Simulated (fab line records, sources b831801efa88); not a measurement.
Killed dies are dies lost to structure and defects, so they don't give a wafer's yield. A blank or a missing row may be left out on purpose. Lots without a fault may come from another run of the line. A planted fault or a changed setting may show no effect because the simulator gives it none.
A struck lot beside a sound one | flow sky130 | 15 steps out of a route of 708
Sound: wafers L311.2, L311.3, L311.6. Struck: wafers L303.1, L303.4, L303.6. The cause comes at the end.
At each step with rows: each side's tool, then ch and its chambers, then its first start. Under that, the readings that differ: sound wafers | struck wafers | difference of the means | sigmas: that difference in standard deviations of wafers without a fault.
alike: readings whose means differ by less than 2 such deviations, and words and numbers that are the same on both sides. not compared: withheld readings, readings that some wafer has no value for, bounds like >300 that may hide the same value, and numbers for which the record gives no deviation and whose values overlap.
The two part at a step that has a row with sigmas, a row that says differs or no value, or rows on one side only. Numbers that don't overlap but have no deviation are shown without sigmas and don't part them. A reading that every wafer of one side lacks parts them only if that side has two wafers or more.

first, 7 steps without rows for these wafers: SKY_LDD_N_DEHYDRATE_00 (time 60 s); SKY_LDD_N_HMDS_01 (prime time 60 s); SKY_LDD_N_COAT_02 (resist thk 300 nm); SKY_LDD_N_SOFTBAKE_03 (time 60 s); SKY_LDD_N_EXPOSE_04 (exposes mask NTM, target cd 840 nm); SKY_LDD_N_PEB_05; SKY_LDD_N_DEVELOP_06 (develop time 60 s).
SKY_LDD_N_OVL_MEAS_07:
  sound on overlay-02, day 24 07:47; struck on overlay-02, day 21 04:17
  alike: LDD_N_OVL
then, 4 steps without rows for these wafers: SKY_LDD_N_IMPLANT_08; SKY_LDD_N_IMPLANT_09; SKY_LDD_N_IMPLANT_10; SKY_LDD_N_IMPLANT_11.
SKY_LDD_N_IMPLANT_12:
  sound on implanter-04 ch 0, day 24 08:26; struck on implanter-01 ch 0, day 21 04:55
  reading                   | sound                | struck               | difference | sigmas
  beam_energy_keV           | 50.006 49.996 50.020 | 39.570 39.575 39.570 | -10.436    | -99 or more
  model.implant.rp_nm (nm)  | 33.14 33.14 33.14    | 25.54 25.54 25.54    | -7.60      |
  model.implant.drp_nm (nm) | 18.83 18.83 18.83    | 15.95 15.95 15.95    | -2.88      |
then, 1 step without rows for these wafers: SKY_LDD_N_IMPLANT_13.
-- the record jumps here: 27 days lie between the struck wafers' starts before and after (it left off in module LDD_N and takes up again in module PAD_OPEN, whose first step shown is number 708 of the route) --
SKY_PAD_OPEN_PROBE_99:
  sound on prober-02, day 50 00:32; struck on prober-02, day 48 01:41
  reading                                | sound                | struck               | difference | sigmas
  model.etest.nfet_01v8_lvt.vt_sat_v (V) | 0.5382 0.5293 0.531  | 0.5109 0.5119 0.5162 | -0.0198    |
  model.etest.nfet_01v8.vt_sat_v (V)     | 0.6437 0.6477 0.6376 | 0.6309 0.6327 0.6373 | -0.0094    |
  alike: killed_at_M0_to_M3, killed_at_M4_up, killed_at_contacts, killed_at_front_end, killed_at_other, killed_dies, killed_open, killed_short

WHERE THEY PART
Only at SKY_LDD_N_IMPLANT_12, within this record. Later steps at which nothing parts them and some readings are alike: SKY_PAD_OPEN_PROBE_99.

WHY: what the simulator had put in
Process parameter drift: implanter-01, from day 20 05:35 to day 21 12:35, at SKY_LDD_N_IMPLANT_12. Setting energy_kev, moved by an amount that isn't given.
